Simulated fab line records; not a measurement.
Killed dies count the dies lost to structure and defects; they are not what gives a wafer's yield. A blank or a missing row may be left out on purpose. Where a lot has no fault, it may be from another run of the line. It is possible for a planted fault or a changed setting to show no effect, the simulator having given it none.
Split-lot experiment	flow sfq line	on a route of 325 steps: 5 lots, 23 wafers read

== THE SPLIT ITSELF ==
At SFQ_TRILAYER_M7_DEP_SPUTTER_175 (material Nb, target thk 200 nm, time 133.3 s), the setting time s was moved away from the recipe's 133.3 s on 10 of the 23 wafers read, by -11.1% to -4.9%. All remaining wafers had this setting at the recipe value.

== FROM THE SPLIT TO THE READING: what the file shows between them, 4 steps ==
- SFQ_M7_RS_MEAS_943: measures by four-point-probe
- SFQ_TRILAYER_M7_LITHO_PEB_180: peb time 60 s (also split here: peb time s)
- SFQ_TRILAYER_M7_LITHO_DEVELOP_179: time 60 s
- SFQ_TRILAYER_M7_BARC_OPEN_METAL_ETCH_229: etches BARC in O2, target depth 125 nm, time 41.7 s

== THE READING ==
oes product au, in a.u., at SFQ_TRILAYER_M7_ETCH_METAL_ETCH_180 (etches Nb in Cl2/Ar, stops on SiO2, target depth 240 nm, time 120 s). Fault-free wafers of this fab line usually give 0.896 a.u., standard deviation 0.0079 a.u.

wafer	tool, chamber at the split	time s as run, s	against the recipe	oes product au, a.u.	against lot-mates on the recipe
L078.4	pvd sputter-05, -	133.3	recipe	0.886	-
L078.5	pvd sputter-05, -	133.3	recipe	0.888	-
L078.6	pvd sputter-05, -	133.3	recipe	0.889	-
L079.1	pvd sputter-03, -	133.3	recipe	0.904	-
L079.3	pvd sputter-03, -	126.8	-4.9%	0.878	-0.017
L079.4	pvd sputter-03, -	126.8	-4.9%	0.861	-0.034
L079.5	pvd sputter-03, -	133.3	recipe	0.887	-
L079.6	pvd sputter-03, -	126.8	-4.9%	0.881	-0.014
L080.1	pvd sputter-05, -	118.5	-11.1%	0.832	-0.058
L080.2	pvd sputter-05, -	133.3	recipe	0.895	-
L080.3	pvd sputter-05, -	118.5	-11.1%	0.841	-0.049
L080.4	pvd sputter-05, -	133.3	recipe	0.889	-
L080.6	pvd sputter-05, -	133.3	recipe	0.887	-
L084.1	pvd sputter-06, -	122.4	-8.2%	0.863	-0.043
L084.2	pvd sputter-06, -	133.3	recipe	0.908	-
L084.4	pvd sputter-06, -	133.3	recipe	0.905	-
L084.5	pvd sputter-06, -	133.3	recipe	0.906	-
L084.6	pvd sputter-06, -	122.4	-8.2%	0.878	-0.028
L085.1	pvd sputter-03, -	119.4	-10.4%	0.837	-0.059
L085.2	pvd sputter-03, -	119.4	-10.4%	0.830	-0.066
L085.3	pvd sputter-03, -	133.3	recipe	0.899	-
L085.5	pvd sputter-03, -	119.4	-10.4%	0.832	-0.064
L085.6	pvd sputter-03, -	133.3	recipe	0.893	-

FIT RESULTS
A straight line over all 23 wafers: oes product au changes by +0.00519 a.u. for each +1% of time s; r = +0.93; the points scatter about the line by 0.01 a.u.
The same after taking each lot's own level away (the mean of its wafers on the recipe; 23 wafers): +0.0053 a.u. for each +1%; r = +0.96; scatter 0.0069 a.u.
The reading moves by 0.059 a.u. for the largest change in time s, on that fit.
The lots' own levels span 0.8877 to 0.9063 a.u., that is 2.4 times the standard deviation above.
The two slopes agree, so the slope changes little with the lot-to-lot level.
Check: for one of the wafers moved furthest among these (-11.1%), held out of the fit, the line's prediction against its lot-mates is -0.0583 a.u. Against them it came out at -0.0583 a.u.

== ADDITIONAL SPLITS CARRIED BY THESE WAFERS ==
Note: prior to the reading, these wafers also went through further splits. Each is held against what the fit with the lots' levels taken away leaves over:
other split on the same wafers	wafers away from the commonest value	r with oes product au (lot level and that fit taken away)
SFQ_TRILAYER_M6_BARC_OPEN_METAL_ETCH_206 icp w	7	-0.07
SFQ_TRILAYER_I6_VIA_LITHO_COAT_174 spin rpm	11	+0.23
SFQ_TRILAYER_I6_VIA_BARC_OPEN_VIA_ETCH_235 source w	9	-0.44
SFQ_TRILAYER_M7_LITHO_PEB_180 peb time s	7	+0.06

== THE WHOLE CHAIN: every reading that the file lists as answering this split, in the file's order ==
step	what it does	reading	change (the file's fit)	r (the file's)
SFQ_TRILAYER_M7_DEP_SPUTTER_175	material Nb, target thk 200 nm, time 133.3 s	Nb_of_TRILAYER_M7_DEP_SPUTTER_175.thk nm (the simulator's own value, which no gauge read)	+2.05 nm for each +1% of the setting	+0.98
SFQ_M7_RS_MEAS_943	measures by four-point-probe	M7_NB_RS	-0.0103 for each +1% of the setting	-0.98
SFQ_TRILAYER_M7_ETCH_METAL_ETCH_180	etches Nb in Cl2/Ar, stops on SiO2, target depth 240 nm, time 120 s	oes product au	+0.00513 a.u. for each +1% of the setting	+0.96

== FILE'S OWN FIT ==
oes product au changes by +0.00513 a.u. for each +1% of time s, r = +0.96.
